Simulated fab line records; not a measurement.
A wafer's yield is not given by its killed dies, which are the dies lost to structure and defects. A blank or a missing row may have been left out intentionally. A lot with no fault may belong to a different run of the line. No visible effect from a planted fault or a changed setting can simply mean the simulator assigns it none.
8D (eight disciplines) problem report, filled in by code + flow sky130 + the parts of the form that need people (team, actions taken, sign-off) are left out

== 1. THE PROBLEM ==
Wafers without a fault read 3.1 with a standard deviation of 1.8, while killed_at_M4_up at SKY_PAD_OPEN_PROBE_99 averages 36.0 across 3 wafers of 1 lot. Relative to the usual mean, that is a shift of +18 standard deviations.
First seen on wafer L598.1, day 49 16:17, on prober-02. The record holds 3 wafers of 1 lot with a number at this step. By rule, "out" or "out of limits" means more than 4 standard deviations away from the usual mean. Any other wafer with a number is counted as sound.

== 2. WHAT IT IS, WHAT IT ISN'T ==
| question                    | is                     | is not                                                                                                            |
|-----------------------------|------------------------|-------------------------------------------------------------------------------------------------------------------|
| which readings at this step | killed_at_M4_up        | killed_at_M0_to_M3, killedAtContacts, killedAtFrontEnd, killedAtOther, killedOpen, killedShort, sort_bin_6_memory |
| which lots                  | L598                   | -                                                                                                                 |
| which wafers of those lots  | all that have a number | -                                                                                                                 |
| read on which tools         | prober-02              | -                                                                                                                 |
| when                        | from day 49 16:17      | up to then (0 sound wafers)                                                                                       |

== 3. SUSPECTS, AND WHAT RULES EACH OUT ==
Counting: a tool at any process step up to the reading remains a suspect when it ran all the lots that are out and ran no sound lot after the first of those.
- hdpcvd-02 at SKY_VIA4_HDPCVD_00 (deposits SiO2, target thk 1750 nm, time 282.1 s): kept. It ran the lot that is out, L598 (day 46 06:47), and no sound lot after that.
- cvdW-02 at SKY_VIA4_CVD_18 (deposits W, target thk 505 nm, time 152.14 s): kept. It ran the lot that is out, L598 (day 47 04:25), and no sound lot after that.
- rieMetal-04 at SKY_METAL5_DESCUM_14 (chemistry O2, time 11 s): kept. It ran the lot that is out, L598 (day 48 01:10), and no sound lot after that.
- pecvd-02 at SKY_PASSIVATION_CVD_00 (deposits SiO2, target thk 90 nm): kept. It ran the lot that is out, L598 (day 48 02:02), and no sound lot after that.
- prober-02 at SKY_PAD_OPEN_PROBE_99: kept. It ran the lot that is out, L598 (day 49 16:17), and no sound lot after that. Its own readings are out on those wafers: killed_at_M4_up.
Left after counting: hdpcvd-02 at SKY_VIA4_HDPCVD_00, cvdW-02 at SKY_VIA4_CVD_18, rieMetal-04 at SKY_METAL5_DESCUM_14, pecvd-02 at SKY_PASSIVATION_CVD_00, prober-02 at SKY_PAD_OPEN_PROBE_99.

== 4. THE CAUSE (what the simulator had put in) ==
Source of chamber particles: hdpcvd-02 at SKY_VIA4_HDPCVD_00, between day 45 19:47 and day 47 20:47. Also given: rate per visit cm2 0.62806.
After counting, 5 suspects remain, this tool included.

== 5. THE CHAIN OF EFFECTS, in route order ==
Each row: a reading whose mean over the struck wafers that have a number lies more than 3 standard deviations from the usual. Only readings whose record carries a usual standard deviation are examined. hours: median over the lots of the time between each lot's start at the first step of this table that gives one and its start at this step. sigmas: the change, counted in usual standard deviations.
| hours | step                  | reading              | usual  | on struck wafers | change | sigmas |
|-------|-----------------------|----------------------|--------|------------------|--------|--------|
| 0     | SKY_PAD_OPEN_PROBE_99 | defectLimitedYield   | 82.4 % | 76.2             | -6.2   | -3.3   |
| 0     | SKY_PAD_OPEN_PROBE_99 | killed_at_M4_up      | 3.1    | 36.0             | +32.9  | +18    |
| 0     | SKY_PAD_OPEN_PROBE_99 | killedDies           | 86     | 117              | +31    | +3.3   |
| 0     | SKY_PAD_OPEN_PROBE_99 | sort_bin_3_pad_short | 0.8 %  | 2.7              | +1.9   | +4.3   |
| 0     | SKY_PAD_OPEN_PROBE_99 | sortNPass            | 406    | 375              | -31    | -3.3   |
| 0     | SKY_PAD_OPEN_PROBE_99 | sortYieldPct         | 82.4 % | 76.2             | -6.2   | -3.3   |
Its process steps:
- SKY_PAD_OPEN_PROBE_99

== 6. WHAT WOULD HAVE CAUGHT IT SOONER ==
First out-of-limits reading in this record: day 49 16:17, which is 92 hours after fault onset at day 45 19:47.
No tool reading at SKY_VIA4_HDPCVD_00 that has a usual standard deviation in the record was out on any struck wafer, so an alarm limit of 4 standard deviations on those readings would not have fired.
By day 49 16:17, every lot that is out (1) had started SKY_VIA4_HDPCVD_00 on hdpcvd-02. Holding the tool at that point would not have protected any of them.
